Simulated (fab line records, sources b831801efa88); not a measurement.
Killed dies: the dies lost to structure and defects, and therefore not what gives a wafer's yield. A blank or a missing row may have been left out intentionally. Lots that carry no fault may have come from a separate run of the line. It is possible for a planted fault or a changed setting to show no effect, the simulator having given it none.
fab line records    flow gf180mcu
record lots=11  wafers=33  last-day=34
route steps=602 shown V4@481 MIM@507
lots with no fault: from the same line, run without faults
start-h: hours from the record's opening day to when the first of the lot's shown wafers began    wait-h: hours elapsed since this lot's preceding step    " identical to the entry in the row above    L1.1+2: a row that stands for several wafers    - value missing, or start not given    * or withheld: withheld    < > ~ a bound
route shown NAME@n: names a module that has steps shown in the file, with the first one's number in the route    usual: average and standard deviation across the fault-free wafers    same: alike in all rows    chamber/n: place in a boat    sites: readings site by site    _std_site: their standard deviation    _edge_site: mean of outer sites minus mean of inner sites    radius-mm: how far each site lies from the wafer's centre    mask NAME#n: copy n    behind: the last tool/chamber to shape the wafer    hold: reason for holding the lot/hours on hold/outcome of the hold    device: which transistor (n, p or np) failed to switch    end of line: tests of these same wafers at the route's end    step lacking rows: just its recipe    killed: at the first sort, the dies lost to defects and structure; wafer yield is something else    map: shows each die of a wafer: x if killed, . if not, _ if none is there
set.NAME: the setting the step ran with; set.NAME@STEP: the setting that earlier step ran with    model.NAME: the simulator's own value behind a step, which no gauge read
the route's steps for a sample of lots (tables are steps, rows are wafers)
services: from which hour (start-h, from the record's first day; less than 0 if before it) a tool's chamber was out of use, for how many hours, and why
## steps
# step GF_V4_BOW_MEAS_05
# recipe mode=bow
# usual V4_BOW=133/8.4
lot.wafer  tool           chamber  start-h  wait-h  V4_BOW[um]
L339.4     film-metro-03  -        544.55   0.3     148
L339.5     "              -        "        "       139
L339.6     "              -        "        "       139
L340.3     film-metro-02  -        561.99   0.2     135
L340.4     "              -        "        "       133
L340.5     "              -        "        "       129
L341.1     film-metro-03  -        565.64   0.1     125
L341.3     "              -        "        "       133
L341.5     "              -        "        "       134
L342.1     film-metro-03  -        580.13   0.2     139
L342.4     "              -        "        "       147
L342.5     "              -        "        "       135
L344.4     film-metro-03  -        592.39   0.3     122
L344.5     "              -        "        "       110
L344.6     "              -        "        "       123
L345.2     film-metro-01  -        594.45   0.2     139
L345.3     "              -        "        "       137
L345.5     "              -        "        "       131
L348.2     film-metro-02  -        625.97   0.2     142
L348.3     "              -        "        "       122
L348.4     "              -        "        "       123
L351.1     film-metro-02  -        649.28   0.2     133
L351.3     "              -        "        "       132
L351.4     "              -        "        "       131
L357.1     film-metro-02  -        684.25   0.2     127
L357.2     "              -        "        "       123
L357.5     "              -        "        "       132
L358.3     film-metro-02  -        696.58   0.1     128
L358.4     "              -        "        "       133
L358.5     "              -        "        "       123
L361.1     film-metro-02  -        714.63   0.2     144
L361.3     "              -        "        "       135
L361.4     "              -        "        "       137
# step GF_MIM_SPUTTER_04
# recipe material=TiN  target-thk-nm=50  power-w=6500  time-s=41.7  chamber-pressure-pa=0.4
# usual throttle-valve-pct=29.7/0.6
lot.wafer  tool            chamber  start-h  wait-h  throttle-valve-pct
L339.4     pvd-sputter-03  -        568.07   0.0     29.7
L339.5     "               -        "        "       30.0
L339.6     "               -        "        "       30.8
L340.3     pvd-sputter-03  -        585.15   0.0     30.5
L340.4     "               -        "        "       29.2
L340.5     "               -        "        "       30.3
L341.1     pvd-sputter-03  -        588.60   0.0     29.9
L341.3     "               -        "        "       29.0
L341.5     "               -        "        "       28.9
L342.1     pvd-sputter-04  -        602.55   0.0     29.3
L342.4     "               -        "        "       29.0
L342.5     "               -        "        "       29.8
L344.4     pvd-sputter-04  -        614.78   0.0     29.2
L344.5     "               -        "        "       30.1
L344.6     "               -        "        "       29.3
L345.2     pvd-sputter-01  -        617.44   0.0     28.8
L345.3     "               -        "        "       29.5
L345.5     "               -        "        "       28.7
L348.2     pvd-sputter-04  -        647.98   0.0     29.9
L348.3     "               -        "        "       29.5
L348.4     "               -        "        "       28.9
L351.1     pvd-sputter-04  -        670.92   0.0     29.3
L351.3     "               -        "        "       30.2
L351.4     "               -        "        "       29.1
L357.1     pvd-sputter-04  -        705.13   0.0     29.1
L357.2     "               -        "        "       30.1
L357.5     "               -        "        "       29.2
L358.3     pvd-sputter-03  -        716.95   0.0     29.0
L358.4     "               -        "        "       30.8
L358.5     "               -        "        "       29.9
L361.1     pvd-sputter-03  -        733.39   0.0     30.5
L361.3     "               -        "        "       29.7
L361.4     "               -        "        "       29.7
# step GF_MIM_SPUTTER_09
# recipe material=TiN  target-thk-nm=35  power-w=6500  time-s=29.2  chamber-pressure-pa=0.4
# usual throttle-valve-pct=29.8/0.69
lot.wafer  tool            chamber  start-h  wait-h  throttle-valve-pct
L339.4     pvd-sputter-03  -        568.27   0.0     29.8
L339.5     "               -        "        "       28.9
L339.6     "               -        "        "       30.6
L340.3     pvd-sputter-04  -        585.35   0.0     29.1
L340.4     "               -        "        "       28.9
L340.5     "               -        "        "       29.2
L341.1     pvd-sputter-04  -        588.80   0.0     29.3
L341.3     "               -        "        "       29.2
L341.5     "               -        "        "       29.9
L342.1     pvd-sputter-01  -        602.75   0.0     28.9
L342.4     "               -        "        "       29.9
L342.5     "               -        "        "       29.8
L344.4     pvd-sputter-03  -        614.99   0.0     29.8
L344.5     "               -        "        "       29.9
L344.6     "               -        "        "       30.5
L345.2     pvd-sputter-03  -        617.66   0.0     29.9
L345.3     "               -        "        "       30.8
L345.5     "               -        "        "       29.0
L348.2     pvd-sputter-01  -        648.18   0.0     31.2
L348.3     "               -        "        "       29.8
L348.4     "               -        "        "       29.5
L351.1     pvd-sputter-01  -        671.12   0.0     30.0
L351.3     "               -        "        "       30.1
L351.4     "               -        "        "       29.0
L357.1     pvd-sputter-03  -        705.33   0.0     28.9
L357.2     "               -        "        "       29.8
L357.5     "               -        "        "       29.1
L358.3     pvd-sputter-04  -        717.15   0.0     29.1
L358.4     "               -        "        "       29.8
L358.5     "               -        "        "       29.6
L361.1     pvd-sputter-04  -        733.59   0.0     28.9
L361.3     "               -        "        "       29.8
L361.4     "               -        "        "       29.0
# step GF_MIM_COAT_14
# recipe resist=NOVOLAK  spin-rpm=3000  resist-thk-nm=1000
# usual chill-plate-temp-C=23.00/0.096  resist-line-temp-C=22.98/0.1  spin-speed-rpm=2999.8/2.4
lot.wafer  tool            chamber  start-h  wait-h  chill-plate-temp-C  resist-line-temp-C  spin-speed-rpm
L339.4     litho-track-04  0        579.11   0.1     23.02               22.86               2997.2
L339.5     "               0        "        "       22.89               23.03               3000.9
L339.6     "               0        "        "       23.11               23.13               3000.1
L340.3     litho-track-02  0        595.70   0.1     23.05               23.09               3003.1
L340.4     "               0        "        "       23.04               23.08               3001.6
L340.5     "               0        "        "       22.95               22.91               3000.2
L341.1     litho-track-02  0        599.30   0.1     22.99               23.07               2997.8
L341.3     "               0        "        "       22.90               23.18               3000.9
L341.5     "               0        "        "       22.96               23.12               3002.6
L342.1     litho-track-02  0        612.60   0.1     22.89               22.90               3000.3
L342.4     "               0        "        "       23.04               22.79               3002.3
L342.5     "               0        "        "       22.98               22.89               3001.3
L344.4     litho-track-02  0        625.32   0.1     22.84               23.08               3002.2
L344.5     "               0        "        "       23.00               22.87               2999.8
L344.6     "               0        "        "       22.89               23.05               3002.7
L345.2     litho-track-04  0        628.11   0.1     22.97               22.87               3002.1
L345.3     "               0        "        "       22.87               22.88               2999.2
L345.5     "               0        "        "       23.04               22.93               2996.9
L348.2     litho-track-04  0        657.56   0.1     22.75               22.99               3174.4
L348.3     "               0        "        "       22.95               23.02               3176.5
L348.4     "               0        "        "       22.82               23.07               3174.1
L351.1     litho-track-04  0        680.39   0.1     23.12               23.09               3172.5
L351.3     "               0        "        "       23.01               23.03               3180.9
L351.4     "               0        "        "       23.16               23.10               3176.2
L357.1     litho-track-02  0        714.40   0.1     22.88               23.13               2999.2
L357.2     "               0        "        "       22.98               23.14               3001.9
L357.5     "               0        "        "       23.08               22.96               2996.7
L358.3     litho-track-02  0        726.00   0.1     23.00               23.12               3000.6
L358.4     "               0        "        "       23.15               23.13               3002.1
L358.5     "               0        "        "       23.13               23.15               2997.4
L361.1     litho-track-02  0        741.75   0.1     23.10               22.90               3000.4
L361.3     "               0        "        "       23.13               22.96               2997.5
L361.4     "               0        "        "       23.07               23.09               3000.2
# step GF_MIM_STRIP_20
# recipe chemistry=O2/N2  power-w=1400  pressure-mtorr=1500  platen-temp-c=250  o2-flow-sccm=3000  n2-flow-sccm=300  overash-fraction=0.5
# usual drypump-motor-current-A=5.82/0.25  heater-power-w=326/32  n2-flow-sccm=299.8/0.95  oes-product-au=0.690/0.0049  platen-temp-c=250.03/0.2  strip-time-to-endpoint-s=11.17/0.04
lot.wafer  tool             chamber  start-h  wait-h  drypump-motor-current-A  heater-power-w  n2-flow-sccm  oes-product-au  platen-temp-c  rf-hours-counter-h  strip-time-to-endpoint-s
L339.4     plasma-asher-03  1        589.24   0.1     5.42                     350             300.0         0.688           250.10         -                   11.18
L339.5     "                1        "        "       5.40                     358             299.5         0.694           250.12         -                   11.14
L339.6     "                0        "        "       5.76                     295             299.8         0.691           250.25         -                   11.17
L340.3     plasma-asher-01  1        606.77   0.1     5.61                     386             298.9         0.691           249.85         -                   11.15
L340.4     "                0        "        "       5.72                     290             299.4         0.693           249.90         -                   11.20
L340.5     "                1        "        "       5.60                     388             298.5         0.694           249.82         -                   11.18
L341.1     plasma-asher-03  0        609.92   0.0     5.73                     294             300.5         0.687           249.83         96                  11.13
L341.3     "                0        "        "       5.75                     290             300.6         0.693           249.75         -                   11.16
L341.5     "                0        "        "       5.75                     280             300.1         0.679           249.54         -                   11.15
L342.1     plasma-asher-04  1        623.04   0.0     6.01                     329             300.5         0.691           249.85         20                  11.15
L342.4     "                0        "        "       6.09                     313             298.9         0.695           250.20         -                   11.17
L342.5     "                0        "        "       6.10                     307             299.1         0.686           249.98         -                   11.18
L344.4     plasma-asher-04  0        635.05   0.1     6.10                     308             301.5         0.687           250.05         -                   11.27
L344.5     "                0        "        "       6.11                     311             301.3         0.678           250.13         -                   11.25
L344.6     "                1        "        "       6.02                     334             299.2         0.690           250.03         -                   11.24
L345.2     plasma-asher-04  1        638.48   0.1     6.00                     351             299.5         0.694           249.81         22                  11.18
L345.3     "                1        "        "       6.03                     345             297.7         0.689           250.10         -                   11.23
L345.5     "                0        "        "       6.10                     318             298.3         0.691           250.31         -                   11.21
L348.2     plasma-asher-04  1        667.82   0.0     6.02                     340             299.7         0.681           249.70         26                  10.84
L348.3     "                1        "        "       6.00                     341             301.8         0.682           249.87         -                   10.85
L348.4     "                0        "        "       6.11                     312             298.1         0.682           250.02         -                   10.89
L351.1     plasma-asher-03  0        690.07   0.0     5.73                     285             300.2         0.674           250.12         106                 10.79
L351.3     "                0        "        "       5.75                     287             299.4         0.674           249.92         -                   10.81
L351.4     "                1        "        "       5.44                     354             299.4         0.682           250.37         -                   10.80
L357.1     plasma-asher-04  1        722.97   0.0     6.02                     343             301.5         0.702           249.74         33                  11.18
L357.2     "                0        "        "       6.10                     314             299.2         0.683           250.36         33                  11.11
L357.5     "                1        "        "       6.00                     341             300.1         0.687           249.80         -                   11.18
L358.3     plasma-asher-01  1        734.87   0.1     5.59                     392             300.9         0.700           249.95         -                   11.15
L358.4     "                0        "        "       5.71                     291             299.9         0.677           250.25         -                   11.16
L358.5     "                0        "        "       5.74                     289             299.0         0.693           250.34         -                   11.16
L361.1     plasma-asher-01  0        749.91   0.0     5.69                     288             300.5         0.689           250.30         62                  11.15
L361.3     "                0        "        "       5.71                     287             298.6         0.694           249.90         -                   11.18
L361.4     "                1        "        "       5.60                     399             300.5         0.690           250.15         -                   11.16
## services
tool             chamber  start-h  hours  kind
pvd-sputter-04   -        564.72   4.1    repair
pvd-sputter-03   2        568.30   -      consumable-replace:kit
pvd-sputter-03   2        568.30   18.0   scheduled-down
pvd-sputter-03   2        568.30   18.0   vent-cycle
pvd-sputter-03   -        599.51   2.1    repair
pvd-sputter-03   -        632.24   1.2    repair
plasma-asher-01  -        640.03   61.8   pm
pvd-sputter-01   3        641.78   -      consumable-replace:kit
pvd-sputter-01   3        641.78   18.0   scheduled-down
pvd-sputter-01   3        641.78   18.0   vent-cycle
pvd-sputter-04   3        644.70   -      consumable-replace:kit
pvd-sputter-04   3        644.70   18.0   scheduled-down
pvd-sputter-04   3        644.70   18.0   vent-cycle
pvd-sputter-03   -        673.41   5.4    repair
pvd-sputter-01   -        677.71   1.0    repair
plasma-asher-01  -        701.82   2.8    pm
pvd-sputter-03   1        719.59   -      consumable-replace:kit
pvd-sputter-03   1        719.59   18.0   scheduled-down
pvd-sputter-03   1        719.59   18.0   vent-cycle
plasma-asher-01  -        724.21   0.6    repair
pvd-sputter-04   -        728.38   2.4    repair
plasma-asher-03  -        733.75   9.0    pm
plasma-asher-04  -        735.49   6.8    repair
plasma-asher-01  -        737.63   5.1    repair
## key
first-sign step=GF_MIM_COAT_14  reading=spin-speed-rpm  direction=up  sigmas=74  usual=*  struck=*
effect step=GF_MIM_STRIP_20  reading=strip-time-to-endpoint-s  direction=down  sigmas=8.6  usual=*  struck=*
met-at GF_MIM_COAT_14
struck-lots L348,L351
not-acting-at GF_V4_BOW_MEAS_05,GF_MIM_SPUTTER_04,GF_MIM_SPUTTER_09
onset-between 628.11 657.56
fault kind=process-parameter-drift  tool=litho-track-04  chamber=-  onset-h=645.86  steps=GF_MIM_COAT_14  channel=spin-rpm  offset=*  shape=step  end-h=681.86  acts-in=*  stated=*
